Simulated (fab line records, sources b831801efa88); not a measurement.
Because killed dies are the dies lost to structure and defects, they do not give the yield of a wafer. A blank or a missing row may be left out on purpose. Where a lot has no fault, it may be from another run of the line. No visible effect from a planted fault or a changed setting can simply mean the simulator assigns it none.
Which tool was responsible? -- flow gf180mcu -- Sampling: 14 lots, 41 wafers, 4 of 602 route steps

WHAT THE GAUGES READ, wafer by wafer
Not one reading of a measure or inspect step in the record can be checked against a usual standard deviation.

TOOL THAT RAN EACH LOT (tool first, then ch and the chambers of the sampled wafers, then the start)
lot,GF_HV_LDD_IMPLANT_34,GF_V1_STRIP_18,GF_V3_CVD_02,GF_V3_ETCH_17
L388,"implanter-03 ch 0, day 12 00:23","plasmaAsher-01 ch 0,1, day 18 19:03","pecvd-03 ch 0,1, day 22 02:16","rieDiel-04 ch 0,1,3, no start"
L389,"implanter-03 ch 0, day 12 02:47","plasmaAsher-01 ch 0,1, day 18 19:59","pecvd-04 ch 0,1, day 22 02:38","rieDiel-01 ch 1,2,3, no start"
L393,"implanter-03 ch 0, day 13 02:11","plasmaAsher-02 ch 0,1, day 19 23:23","pecvd-04 ch 0,2, day 23 03:56","rieDiel-01 ch 0,3, no start"
L394,"implanter-04 ch 0, day 13 12:32","plasmaAsher-02 ch 0,1, day 20 12:56","pecvd-02 ch 1,2, day 23 17:31","rieDiel-04 ch 0,2, no start"
L395,"implanter-01 ch 0, day 13 18:52","plasmaAsher-02 ch 0,1, day 20 20:29","pecvd-03 ch 0,2, day 24 00:10","rieDiel-04 ch 0,3, no start"
L396,"implanter-04 ch 0, day 14 05:39","plasmaAsher-04 ch 0,1, day 21 09:26","pecvd-03 ch 1,2, day 24 12:38","rieDiel-02 ch 1,3, no start"
L397,"implanter-01 ch 0, day 14 23:35","plasmaAsher-04 ch 0,1, day 22 04:42","pecvd-02 ch 0,2, day 25 06:54","rieDiel-04 ch 0,1,2, no start"
L398,"implanter-04 ch 0, day 15 01:13","plasmaAsher-01 ch 0,1, day 22 06:15","pecvd-04 ch 0,2, day 25 08:14","rieDiel-04 ch 0,2, no start"
L401,"implanter-03 ch 0, day 16 01:54","plasmaAsher-04 ch 1, day 23 07:52","pecvd-03 ch 0,2, day 26 06:16","rieDiel-02 ch 1,3, no start"
L403,"implanter-03 ch 0, day 16 09:01","plasmaAsher-04 ch 0,1, day 23 16:52","pecvd-02 ch 0,2, day 26 14:18","rieDiel-02 ch 0,1,2, no start"
L407,"implanter-01 ch 0, day 17 23:07","plasmaAsher-04 ch 1, day 25 06:45","pecvd-03 ch 1,2, day 28 00:55","rieDiel-01 ch 0,2, no start"
L409,"implanter-01 ch 0, day 18 11:50","plasmaAsher-04 ch 0,1, day 25 16:18","pecvd-03 ch 0,1,2, day 28 11:37","rieDiel-04 ch 1,2,3, no start"
L410,"implanter-01 ch 0, day 18 19:55","plasmaAsher-02 ch 0,1, day 25 22:54","pecvd-02 ch 1,2, day 28 17:37","rieDiel-04 ch 0,1,3, no start"
L411,"implanter-03 ch 0, day 19 02:05","plasmaAsher-04 ch 0,1, day 26 04:49","pecvd-04 ch 0,1, day 28 22:22","rieDiel-04 ch 0,3, no start"
- GF_HV_LDD_IMPLANT_34
- GF_V1_STRIP_18: strips in O2/N2.
- GF_V3_CVD_02: deposits SiO2 from TEOS, target thk 850 nm, time 94.851 s.
- GF_V3_ETCH_17: etches SiO2 in C4F8/O2/Ar, stops on TiN, target depth 635 nm.

WHAT THE TOOLS THEMSELVES READ (means of the sampled wafers that have a number; where no wafer has one, the mark that the record gives instead)
GF_HV_LDD_IMPLANT_34. Usual: beamOnS 9.97 s, standard deviation 0.2; faradayCurrentUA 42.4, standard deviation 0.82.
lot,tool,beamOnS (s),faradayCurrentUA,flag
L388,implanter-03,10.16,41.7,
L389,implanter-03,10.05,42.0,
L393,implanter-03,10.06,42.1,
L394,implanter-04,9.88,42.8,
L395,implanter-01,9.88,42.9,
L396,implanter-04,10.12,41.6,
L397,implanter-01,10.13,41.9,
L398,implanter-04,9.73,43.4,
L401,implanter-03,8.98,47.1,OFF
L403,implanter-03,8.92,47.3,OFF
L407,implanter-01,10.06,41.9,
L409,implanter-01,9.95,42.5,
L410,implanter-01,10.06,42.1,
L411,implanter-03,9.93,42.6,

GF_V1_STRIP_18. Usual: drypumpMotorCurrentA 5.5 A, standard deviation 0.64; heaterPowerW 342 W, standard deviation 19; o2FlowSccm 3002 sccm, standard deviation 9.2; oesProductAu 0.592 a.u., standard deviation 0.0044.
lot,tool,drypumpMotorCurrentA (A),heaterPowerW (W),o2FlowSccm (sccm),oesProductAu (a.u.),flag
L388,plasmaAsher-01,5.8,356,3015,0.594,
L389,plasmaAsher-01,5.8,353,2996,0.587,
L393,plasmaAsher-02,5.0,350,3007,0.592,
L394,plasmaAsher-02,4.8,354,2996,0.592,
L395,plasmaAsher-02,4.8,347,2995,0.589,
L396,plasmaAsher-04,5.8,323,2997,0.589,
L397,plasmaAsher-04,5.8,324,2998,0.595,
L398,plasmaAsher-01,5.4,366,3003,0.589,
L401,plasmaAsher-04,6.4,332,3006,0.594,
L403,plasmaAsher-04,6.1,326,2996,0.592,
L407,plasmaAsher-04,6.5,336,3002,0.594,
L409,plasmaAsher-04,5.8,321,3000,0.592,
L410,plasmaAsher-02,5.0,352,2999,0.593,
L411,plasmaAsher-04,5.8,321,2994,0.587,

GF_V3_CVD_02. Usual: heaterPowerW reads 669 W (standard deviation 110).
lot,tool,heaterPowerW (W),flag
L388,pecvd-03,667,
L389,pecvd-04,699,
L393,pecvd-04,596,
L394,pecvd-02,706,
L395,pecvd-03,741,
L396,pecvd-03,655,
L397,pecvd-02,598,
L398,pecvd-04,615,
L401,pecvd-03,791,
L403,pecvd-02,619,
L407,pecvd-03,608,
L409,pecvd-03,751,
L410,pecvd-02,648,
L411,pecvd-04,691,

GF_V3_ETCH_17. Usual: oesProductAu reads 0.855 a.u. (standard deviation 0.0048).
lot,tool,oesProductAu (a.u.),flag
L388,rieDiel-04,0.851,
L389,rieDiel-01,0.853,
L393,rieDiel-01,0.859,
L394,rieDiel-04,0.862,
L395,rieDiel-04,0.854,
L396,rieDiel-02,0.851,
L397,rieDiel-04,0.853,
L398,rieDiel-04,0.852,
L401,rieDiel-02,0.850,
L403,rieDiel-02,0.854,
L407,rieDiel-01,0.860,
L409,rieDiel-04,0.858,
L410,rieDiel-04,0.853,
L411,rieDiel-04,0.857,

THE ANSWER, worked out from the rows above alone
Rule: a lot counts as off when the mean over its wafers that have a number is more than 3 standard deviations away from the usual mean. A lot without any number at a reading at which 4 lots or more have one is off too. All remaining lots with rows at the step are treated as sound. The gauges are gone through in route order, then the tools' own readings, and for those a lot's mean is taken as printed above. At the first step where some lot is off, the reading lying furthest off is the one used; lots without a number count as furthest.
Off at GF_HV_LDD_IMPLANT_34 (faradayCurrentUA): L401, L403.
A tool fits if, at that step or a process step before it, it ran every lot that is off, and no sound lot after the first of them. None of those tried fits.

WHAT HAD BEEN PUT IN BY THE SIMULATOR
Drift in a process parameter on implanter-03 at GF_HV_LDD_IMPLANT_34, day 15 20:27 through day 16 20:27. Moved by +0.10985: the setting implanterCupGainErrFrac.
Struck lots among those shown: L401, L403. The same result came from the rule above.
